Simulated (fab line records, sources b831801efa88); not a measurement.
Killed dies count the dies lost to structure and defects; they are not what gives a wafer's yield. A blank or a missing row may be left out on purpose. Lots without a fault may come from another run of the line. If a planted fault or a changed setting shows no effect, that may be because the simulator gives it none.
Comparing a struck lot with a sound one | flow gf180mcu | 15 out of 602 route steps
Sound: the wafers L840.1, L840.4, L840.6. The struck wafers were L850.2, L850.3, L850.4. The cause is given at the end.
Per side, at each step with rows, come the tool, then ch with its chambers, and then its first start. Under that, the readings that differ: sound wafers | struck wafers | difference of the means | sigmas: that difference in standard deviations of wafers without a fault.
alike: a reading whose means differ by less than 2 such deviations, as well as words and numbers matching on both sides. not compared: withheld readings; readings where some wafer has no value; bounds like >300 that might hide an equal value; numbers whose values overlap and for which the record gives no deviation.
Wherever a step has rows on one side only, a row that says differs or no value, or a row with sigmas, the two part there. Non-overlapping numbers with no deviation appear without sigmas and do not part them. A reading that every wafer of one side lacks parts them only if that side has two wafers or more.

first, 1 step without rows for these wafers: GF_V2_ETCH_16 (etches BARC in N2/H2).
GF_V2_ETCH_17: etches SiO2 in C4F8/O2/Ar, stops on TiN, target depth 630 nm.
  sound on rie_diel-03 ch 0,2,3; struck on rie_diel-02 ch 0,1,2
  alike: bias_w, oes_product_au
then, 3 steps without rows for these wafers: GF_V2_STRIP_18 (strips in O2/N2); GF_V2_STRIP_19 (strips in post etch residue remover, time 1200 s); GF_V2_CLEAN_20 (cleans in DIW).
GF_V2_SPUTTER_21: material Ti, target thk 15 nm, time 80.02 s.
  sound on pvd_sputter-03, day 22 00:29; struck on pvd_sputter-01, day 25 14:44
  reading                | sound          | struck         | difference | sigmas
  throttle_valve_pct (%) | 30.8 32.1 32.4 | 28.0 29.2 30.2 | -2.6       | -2
  alike: chamber_pressure_pa
GF_V2_SPUTTER_22: material TiN, target thk 10 nm, time 40 s.
  sound on pvd_sputter-03, day 22 00:32; struck on pvd_sputter-01, day 25 14:47
  reading                | sound          | struck         | difference | sigmas
  throttle_valve_pct (%) | 30.6 32.3 32.4 | 28.1 29.4 30.0 | -2.6       | -2
  alike: chamber_pressure_pa
GF_V2_CVD_23: deposits W, target thk 350 nm, time 104.94 s.
  sound on cvd_w-01 ch 0,1, day 22 00:35; struck on cvd_w-01 ch 0,1, day 25 14:50
  alike: heater_power_w
GF_V2_RS_MEAS_24: a four-point-probe measurement.
  sound on film_metro-01, day 22 00:41; struck on film_metro-01, day 25 14:58
  alike: V2_W_RS
GF_V2_THK_MEAS_25: measures by xrf.
  sound on film_metro-01, day 22 00:49; struck on film_metro-01, day 25 15:05
  alike: V2_W_THK
then, 1 step without rows for these wafers: GF_V2_CMP_26 (polishes, stops on SiO2, t overpolish 15 s, target thk 0 nm).
GF_M3_SPUTTER_00: material Ti, target thk 37.5 nm, time 150 s.
  sound on pvd_sputter-04, day 22 01:10; struck on pvd_sputter-04, day 25 15:26
  alike: chamber_pressure_pa, throttle_valve_pct
GF_M3_SPUTTER_01: material TiN, target thk 30 nm, time 25 s.
  sound on pvd_sputter-04, day 22 01:16; struck on pvd_sputter-04, day 25 15:32
  reading                                | sound                | struck               | difference | sigmas
  chamber_pressure_pa (Pa)               | 0.4012 0.3998 0.4006 | 0.3376 0.3372 0.3387 | -0.0627    | -57
  model.TiN_of_M3_SPUTTER_01.thk_nm (nm) | 29.62 29.73 29.63    | 30.88 30.73 30.84    | +1.16      |
  alike: throttle_valve_pct
then, 1 step without rows for these wafers: GF_M3_SPUTTER_02 (material AlCu, target thk 450 nm, time 23.9 s).
GF_PASSIVATION_PROBE_99:
  rows exist in the record for the sound wafers here (prober-02, day 30 07:34), none for the struck ones

== WHERE THEY PART ==
Earliest at GF_V2_SPUTTER_21; latest, in this record, at GF_PASSIVATION_PROBE_99.

WHY: what the simulator had put in
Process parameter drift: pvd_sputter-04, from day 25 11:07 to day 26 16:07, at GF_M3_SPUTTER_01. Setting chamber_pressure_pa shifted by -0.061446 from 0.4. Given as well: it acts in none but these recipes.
